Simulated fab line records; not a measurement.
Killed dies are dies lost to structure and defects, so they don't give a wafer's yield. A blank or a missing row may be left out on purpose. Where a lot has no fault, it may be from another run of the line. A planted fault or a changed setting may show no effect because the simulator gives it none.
One fault seen from 2 desks :: flow sky130 :: what lay behind the numbers comes last; until then each desk has only its own

## METROLOGY DESK
What the gauges read, lot by lot, whatever tool the lot ran on: means of the sampled wafers that have a number. If a lot's mean is further than 4 standard deviations from the usual mean, the lot is out of limits and carries the mark OUT (the distance appears in the brackets).
Columns: A = LDD_LDN_OVL at SKY_LDD_LDN_OVL_MEAS_07, usual -0.1 nm; B = LDD_LDN_TW at SKY_LDD_LDN_TW_MEAS_13, usual 1479; C = SD_P_OVL at SKY_SD_P_OVL_MEAS_08, usual 1.0 nm
lot: L167
first seen here: day 23 18:11
A: 1.5
B: 1487
C: 0.6

lot: L169
first seen here: day 24 15:10
A: -1.1
B: 1485
C: -0.8

lot: L170
first seen here: day 25 03:17
A: -1.1
B: 1482
C: 0.9

lot: L171
first seen here: day 25 14:29
A: -1.5
B: 1484
C: 3.2

lot: L175
first seen here: day 27 00:53
A: -
B: 30 (-99 or more) OUT
C: 0.2

lot: L177
first seen here: day 27 12:40
A: -
B: 30 (-99 or more) OUT
C: 1.3

lot: L178
first seen here: day 27 13:28
A: 0.0
B: 1484
C: -1.8

lot: L179
first seen here: day 27 20:00
A: 1.7
B: 1475
C: 0.5

lot: L180
first seen here: day 28 11:22
A: 1.3
B: 1487
C: 0.5

lot: L182
first seen here: day 29 00:01
A: 1.9
B: 1478
C: 1.1

lot: L183
first seen here: day 29 09:35
A: 0.3
B: 1479
C: -0.6

lot: L185
first seen here: day 29 18:25
A: 1.0
B: 1466
C: 0.4

lot: L186
first seen here: day 30 03:58
A: 0.4
B: 1483
C: -1.1

lot: L187
first seen here: day 30 09:40
A: 2.3
B: 1465
C: 2.8
Per this desk, out of limits: L175, L177; the first was L175, day 27 00:53 (LDD_LDN_TW at SKY_LDD_LDN_TW_MEAS_13). L167, L169, L170, L171, L178, L179, L180, L182, L183, L185, L186, L187 stayed within limits.

## AT THE TOOL OWNER'S DESK: litho_track-03
The tool's own readings at SKY_LDD_LDN_DEVELOP_06 (develop time 60 s): means of the sampled wafers that have a number, for each lot that ran on this tool. If a lot's mean is further than 4 standard deviations from the usual mean, the lot is out of limits and carries the mark OUT (the distance appears in the brackets).
Columns: A = chill_plate_temp_C at SKY_LDD_LDN_DEVELOP_06, usual 23.00 C
lot: L167
first seen here: day 23 18:02
A: 23.13

lot: L170
first seen here: day 25 03:08
A: 23.08

lot: L171
first seen here: day 25 14:20
A: 23.02

lot: L175
first seen here: day 27 00:01
A: 23.16

lot: L177
first seen here: day 27 11:47
A: 22.92
Result from this desk: across the 5 lots, nothing is out of limits.

## ALL TOGETHER
On L175, L177, the metrology desk was in a position to raise an alarm at day 27 00:53.
The tool owner's desk saw nothing out of limits.
Tool owner's desk: L175, L177 on record, inside its limits.
All the named lots went through SKY_LDD_LDN_DEVELOP_06 on litho_track-03.

## WHAT THE SIMULATOR HAD INSERTED
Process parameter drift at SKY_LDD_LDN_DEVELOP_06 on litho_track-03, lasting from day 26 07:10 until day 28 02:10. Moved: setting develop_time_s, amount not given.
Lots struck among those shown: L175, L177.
Time in hours between the start of the fault and the first out-of-limits reading at each desk: metrology desk, 18.
